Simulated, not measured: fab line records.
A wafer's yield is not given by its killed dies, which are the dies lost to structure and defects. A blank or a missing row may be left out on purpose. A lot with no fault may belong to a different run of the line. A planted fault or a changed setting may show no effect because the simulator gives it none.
Which tool was responsible? | flow gf180mcu | 12 lots with 36 wafers sampled at 4 steps, on a route of 602 steps

== WHAT EACH GAUGE READ, for each wafer ==
GF_HV_LDD_TW_MEAS_23. Usual: for HV_LDD_2_TW the level is 1048 and the standard deviation is 9.5.
lot  | measured     | on            | HV_LDD_2_TW    | flag
L645 | day 11 10:31 | film_metro-01 | 1054 1053 1055 |
L648 | day 12 04:22 | film_metro-03 | 1047 1043 1038 |
L649 | day 12 16:08 | film_metro-01 | 1052 1056 1048 |
L651 | day 13 05:38 | film_metro-02 | 1049 1060 1057 |
L652 | day 13 12:16 | film_metro-01 | 1046 1041 1041 |
L655 | day 14 15:47 | film_metro-02 | 1054 1060 1059 |
L656 | day 14 19:17 | film_metro-02 | 1064 1057 1058 |
L658 | day 15 16:31 | film_metro-03 | 945 941 942    | OFF
L659 | day 16 02:53 | film_metro-02 | 1055 1054 1057 |
L660 | day 16 04:43 | film_metro-02 | 1051 1057 1055 |
L663 | day 17 04:13 | film_metro-02 | 959 952 963    | OFF
L666 | day 18 03:53 | film_metro-03 | 1041 1045 1038 |

GF_CONTACT_RS_MEAS_25: measures by four-point-probe. Usual: for CONTACT_W_RS the level is 0.382 ohm/sq and the standard deviation is 0.004.
lot  | measured     | on            | CONTACT_W_RS (ohm/sq) | flag
L645 | day 16 23:01 | film_metro-03 | 0.386 0.384 0.382     |
L648 | day 17 19:32 | film_metro-03 | 0.388 0.389 0.387     |
L649 | day 18 10:22 | film_metro-03 | 0.380 0.379 0.379     |
L651 | day 19 03:39 | film_metro-03 | 0.381 0.382 0.383     |
L652 | day 19 08:52 | film_metro-02 | 0.380 0.373 0.377     |
L655 | day 20 23:01 | film_metro-01 | 0.384 0.381 0.378     |
L656 | day 21 00:35 | film_metro-03 | 0.382 0.383 0.380     |
L658 | day 22 00:14 | film_metro-01 | 0.390 0.388 0.383     |
L659 | day 22 07:16 | film_metro-02 | 0.377 0.381 0.386     |
L660 | day 22 09:10 | film_metro-01 | 0.388 0.382 0.381     |
L663 | day 23 08:40 | film_metro-01 | 0.379 0.381 0.381     |
L666 | day 24 08:56 | film_metro-01 | 0.385 0.388 0.385     |

== EACH LOT AND THE TOOL THAT RAN IT (in order: tool; ch and the chambers of the sampled wafers; start) ==
lot  | GF_MVSD_STRIP_10                     | GF_HV_LDD_IMPLANT_21
L645 | plasma_asher-01 ch 0,1, day 5 00:03  | implanter-01 ch 0, day 11 10:16
L648 | plasma_asher-03 ch 0, day 5 14:47    | implanter-01 ch 0, day 12 04:07
L649 | plasma_asher-03 ch 0,1, day 5 21:10  | implanter-01 ch 0, day 12 15:53
L651 | plasma_asher-01 ch 0,1, day 6 08:53  | implanter-04 ch 0, day 13 05:23
L652 | plasma_asher-04 ch 1, day 6 13:21    | implanter-01 ch 0, day 13 12:01
L655 | plasma_asher-03 ch 0,1, day 7 09:58  | implanter-02 ch 0, day 14 15:32
L656 | plasma_asher-01 ch 0,1, day 7 12:09  | implanter-02 ch 0, day 14 19:04
L658 | plasma_asher-01 ch 0,1, day 8 02:25  | implanter-02 ch 0, day 15 16:16
L659 | plasma_asher-03 ch 0,1, day 8 09:23  | implanter-04 ch 0, day 16 02:40
L660 | plasma_asher-03 ch 0,1, day 8 15:38  | implanter-01 ch 0, day 16 04:28
L663 | plasma_asher-03 ch 0,1, day 9 07:18  | implanter-02 ch 0, day 17 03:58
L666 | plasma_asher-01 ch 0,1, day 10 01:50 | implanter-01 ch 0, day 18 03:41
- GF_MVSD_STRIP_10: strips in O2/N2.
- GF_HV_LDD_IMPLANT_21

== AS READ BY THE TOOLS THEMSELVES (means over the sampled wafers that have a number; for cases with no such wafer, the mark the record gives instead) ==
GF_MVSD_STRIP_10. Usual: drypump_motor_current_A 5.7 A, standard deviation 0.31; heater_power_w 361 W, standard deviation 28; oes_product_au 0.723 a.u., standard deviation 0.0045; strip_time_to_endpoint_s 36.96 s, standard deviation 0.1.
lot  | tool            | drypump_motor_current_A (A) | heater_power_w (W) | oes_product_au (a.u.) | strip_time_to_endpoint_s (s) | flag
L645 | plasma_asher-01 | 5.9                         | 388                | 0.719                 | 37.00                        |
L648 | plasma_asher-03 | 5.9                         | 358                | 0.727                 | 36.91                        |
L649 | plasma_asher-03 | 5.5                         | 364                | 0.725                 | 37.06                        |
L651 | plasma_asher-01 | 5.9                         | 368                | 0.722                 | 36.92                        |
L652 | plasma_asher-04 | 5.4                         | 337                | 0.720                 | 36.93                        |
L655 | plasma_asher-03 | 5.7                         | 363                | 0.721                 | 36.99                        |
L656 | plasma_asher-01 | 5.8                         | 358                | 0.722                 | 36.97                        |
L658 | plasma_asher-01 | 5.8                         | 350                | 0.723                 | 36.94                        |
L659 | plasma_asher-03 | 5.4                         | 368                | 0.723                 | 36.79                        |
L660 | plasma_asher-03 | 5.5                         | 365                | 0.723                 | 36.99                        |
L663 | plasma_asher-03 | 5.7                         | 360                | 0.723                 | 37.04                        |
L666 | plasma_asher-01 | 5.8                         | 353                | 0.718                 | 36.83                        |

GF_HV_LDD_IMPLANT_21. Usual: dose_ions_cm2 4.999e+13, standard deviation 5.3e+10; faraday_current_uA 281, standard deviation 5.6; tilt_deg 7.000 degrees, standard deviation 0.019.
lot  | tool         | dose_ions_cm2 | faraday_current_uA | tilt_deg (degrees) | flag
L645 | implanter-01 | 4.990e+13     | 279                | 6.968              |
L648 | implanter-01 | 5.000e+13     | 275                | 7.016              |
L649 | implanter-01 | 4.997e+13     | 281                | 7.003              |
L651 | implanter-04 | 4.999e+13     | 282                | 6.985              |
L652 | implanter-01 | 4.999e+13     | 285                | 6.983              |
L655 | implanter-02 | 5.007e+13     | 280                | 7.023              |
L656 | implanter-02 | 5.001e+13     | 282                | 7.023              |
L658 | implanter-02 | 3.699e+13     | 208                | 7.007              | OFF
L659 | implanter-04 | 4.998e+13     | 282                | 6.994              |
L660 | implanter-01 | 5.001e+13     | 280                | 6.981              |
L663 | implanter-02 | 3.690e+13     | 210                | 7.017              | OFF
L666 | implanter-01 | 5.002e+13     | 282                | 6.997              |

== THE ANSWER, worked out from the rows above alone ==
Rule: a lot is off if the mean of its wafers that have a number lies more than 3 standard deviations from the usual mean. Also off: a lot with no number at a reading for which 4 or more lots have one. The other lots that the step has rows for count as sound. Order of review: gauges by route order, followed by the tools' own readings, for which a lot's mean as printed above is used. The first step at which some lot is off is used, and at that step the reading that is off furthest; a lot without a number counts as furthest.
Off: L658, L663, seen at GF_HV_LDD_TW_MEAS_23 (HV_LDD_2_TW).
A tool fits if, at a process step before that reading, it ran every lot that is off, and no sound lot after the first of them. Not tried: the gauges at GF_HV_LDD_TW_MEAS_23; whatever is off there is also off at GF_HV_LDD_IMPLANT_21, on other tools, and gauge error can't account for it. One fits: implanter-02 at GF_HV_LDD_IMPLANT_21. A fault onset in the window from L656 (day 14 19:04, its last sound lot) to L658 (day 15 16:16, its first lot off) fits.
The tool's own readings at GF_HV_LDD_IMPLANT_21 bear it out: on the lots that are off they differ by more than 5 times the standard deviation of the sound lots' means. dose_ions_cm2 reads 3.694e+13 there against 4.999e+13 on the sound lots; faraday_current_uA reads 209 there against 281 on the sound lots.

== WHAT THE SIMULATOR PUT IN ==
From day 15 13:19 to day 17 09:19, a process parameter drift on implanter-02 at GF_HV_LDD_IMPLANT_21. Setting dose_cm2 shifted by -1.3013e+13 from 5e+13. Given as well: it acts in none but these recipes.
Shown lots that were struck: L658, L663. Same finding as the rule above.
